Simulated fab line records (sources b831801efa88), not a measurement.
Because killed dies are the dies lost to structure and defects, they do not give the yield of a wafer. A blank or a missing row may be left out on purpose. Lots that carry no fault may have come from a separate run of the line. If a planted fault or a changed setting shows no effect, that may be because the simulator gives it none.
Which tool is to blame? || flow gf180mcu || 12 lots, 36 wafers sampled, at 3 steps of a route of 602

== WHAT THE GAUGES SHOWED, per wafer ==
GF_V2_THK_MEAS_03.
{"lot": "L497", "measured": "day 19 04:49", "on": "film metro-02", "V2_CVD_02_THK (nm)": "850 860 861"}
{"lot": "L499", "measured": "day 20 11:20", "on": "film metro-03", "V2_CVD_02_THK (nm)": "867 877 867"}
{"lot": "L500", "measured": "day 20 22:19", "on": "film metro-02", "V2_CVD_02_THK (nm)": "835 848 855"}
{"lot": "L504", "measured": "day 22 02:26", "on": "film metro-04", "V2_CVD_02_THK (nm)": "862 854 875"}
{"lot": "L505", "measured": "day 22 08:04", "on": "film metro-02", "V2_CVD_02_THK (nm)": "844 863 862"}
{"lot": "L508", "measured": "day 23 05:59", "on": "film metro-02", "V2_CVD_02_THK (nm)": "841 850 853"}
{"lot": "L514", "measured": "day 25 06:32", "on": "film metro-03", "V2_CVD_02_THK (nm)": "836 843 859"}
{"lot": "L515", "measured": "day 25 12:56", "on": "film metro-04", "V2_CVD_02_THK (nm)": "834 856 857"}
{"lot": "L516", "measured": "day 26 01:37", "on": "film metro-02", "V2_CVD_02_THK (nm)": "853 861 869"}
{"lot": "L517", "measured": "day 26 09:24", "on": "film metro-03", "V2_CVD_02_THK (nm)": "828 830 848"}
{"lot": "L518", "measured": "day 26 10:32", "on": "film metro-03", "V2_CVD_02_THK (nm)": "828 830 850"}
{"lot": "L520", "measured": "day 26 21:17", "on": "film metro-04", "V2_CVD_02_THK (nm)": "835 834 851"}

== WHAT TOOL EACH LOT RAN ON (gives the tool, then ch and the chambers of the sampled wafers, and finally the start) ==
{"lot": "L497", "GF_M2_SPUTTER_02": "pvd sputter-01, day 18 03:48", "GF_V2_CVD_02": "pecvd-02 ch 1,2, day 19 04:43"}
{"lot": "L499", "GF_M2_SPUTTER_02": "pvd sputter-03, day 19 09:58", "GF_V2_CVD_02": "pecvd-04 ch 0,2, day 20 11:15"}
{"lot": "L500", "GF_M2_SPUTTER_02": "pvd sputter-03, day 19 20:26", "GF_V2_CVD_02": "pecvd-02 ch 0,1,2, day 20 22:14"}
{"lot": "L504", "GF_M2_SPUTTER_02": "pvd sputter-02, day 21 01:04", "GF_V2_CVD_02": "pecvd-01 ch 0,1, day 22 02:22"}
{"lot": "L505", "GF_M2_SPUTTER_02": "pvd sputter-01, day 21 07:13", "GF_V2_CVD_02": "pecvd-02 ch 0,2, day 22 07:58"}
{"lot": "L508", "GF_M2_SPUTTER_02": "pvd sputter-01, day 22 06:16", "GF_V2_CVD_02": "pecvd-02 ch 0,1, day 23 05:55"}
{"lot": "L514", "GF_M2_SPUTTER_02": "pvd sputter-01, day 24 07:39", "GF_V2_CVD_02": "pecvd-01 ch 1,2, day 25 06:28"}
{"lot": "L515", "GF_M2_SPUTTER_02": "pvd sputter-01, day 24 14:45", "GF_V2_CVD_02": "pecvd-01 ch 0,2, day 25 12:52"}
{"lot": "L516", "GF_M2_SPUTTER_02": "pvd sputter-01, day 25 02:41", "GF_V2_CVD_02": "pecvd-04 ch 0,1,2, day 26 01:33"}
{"lot": "L517", "GF_M2_SPUTTER_02": "pvd sputter-03, day 25 11:33", "GF_V2_CVD_02": "pecvd-01 ch 1,2, day 26 09:19"}
{"lot": "L518", "GF_M2_SPUTTER_02": "pvd sputter-03, day 25 12:38", "GF_V2_CVD_02": "pecvd-02 ch 0,1,2, day 26 10:28"}
{"lot": "L520", "GF_M2_SPUTTER_02": "pvd sputter-02, day 25 23:57", "GF_V2_CVD_02": "pecvd-02 ch 1,2, day 26 21:13"}
- GF_M2_SPUTTER_02: material AlCu, target thk 450 nm, time 23.9 s.
- GF_V2_CVD_02: deposits SiO2 from TEOS, target thk 850 nm, time 94.851 s.

== WHAT THE TOOLS THEMSELVES READ (means of the sampled wafers that have a number; where no wafer has one, the mark that the record gives instead) ==
GF_M2_SPUTTER_02.
{"lot": "L497", "tool": "pvd sputter-01", "throttle valve pct (%)": 30.1}
{"lot": "L499", "tool": "pvd sputter-03", "throttle valve pct (%)": 31.2}
{"lot": "L500", "tool": "pvd sputter-03", "throttle valve pct (%)": 30.5}
{"lot": "L504", "tool": "pvd sputter-02", "throttle valve pct (%)": 29.9}
{"lot": "L505", "tool": "pvd sputter-01", "throttle valve pct (%)": 30.8}
{"lot": "L508", "tool": "pvd sputter-01", "throttle valve pct (%)": 30.3}
{"lot": "L514", "tool": "pvd sputter-01", "throttle valve pct (%)": 29.6}
{"lot": "L515", "tool": "pvd sputter-01", "throttle valve pct (%)": 30.5}
{"lot": "L516", "tool": "pvd sputter-01", "throttle valve pct (%)": 30.6}
{"lot": "L517", "tool": "pvd sputter-03", "throttle valve pct (%)": 31.2}
{"lot": "L518", "tool": "pvd sputter-03", "throttle valve pct (%)": 30.7}
{"lot": "L520", "tool": "pvd sputter-02", "throttle valve pct (%)": 30.3}

GF_V2_CVD_02.
{"lot": "L497", "tool": "pecvd-02", "heater power w (W)": 616}
{"lot": "L499", "tool": "pecvd-04", "heater power w (W)": 862}
{"lot": "L500", "tool": "pecvd-02", "heater power w (W)": 611}
{"lot": "L504", "tool": "pecvd-01", "heater power w (W)": 669}
{"lot": "L505", "tool": "pecvd-02", "heater power w (W)": 613}
{"lot": "L508", "tool": "pecvd-02", "heater power w (W)": 566}
{"lot": "L514", "tool": "pecvd-01", "heater power w (W)": 682}
{"lot": "L515", "tool": "pecvd-01", "heater power w (W)": 669}
{"lot": "L516", "tool": "pecvd-04", "heater power w (W)": 784}
{"lot": "L517", "tool": "pecvd-01", "heater power w (W)": 677}
{"lot": "L518", "tool": "pecvd-02", "heater power w (W)": 573}
{"lot": "L520", "tool": "pecvd-02", "heater power w (W)": 653}

== THE ANSWER, worked out from the rows above alone ==
Rule: what is usual is taken from the lots themselves. The widest of any qualifying gaps counts: lots, ordered by their means at a reading, are off when they make up no more than a third of the lots, leave a main group of 4 or more, and stand apart from it by 3 or more times the standard deviation of that group's means. Not used: any main group whose means are identical at the precision the tables above print for the reading. A lot without any number at a reading at which 4 lots or more have one is off too. The other lots that the step has rows for count as sound. After the gauges, taken in route order, come the tools' own readings; for these a lot's mean is taken, as printed above. At the first step where some lot is off, the reading lying furthest off is the one used; lots without a number count as furthest.
Nothing can be told from this: no lot is off at any reading shown.

== WHAT THE SIMULATOR HAD PUT IN ==
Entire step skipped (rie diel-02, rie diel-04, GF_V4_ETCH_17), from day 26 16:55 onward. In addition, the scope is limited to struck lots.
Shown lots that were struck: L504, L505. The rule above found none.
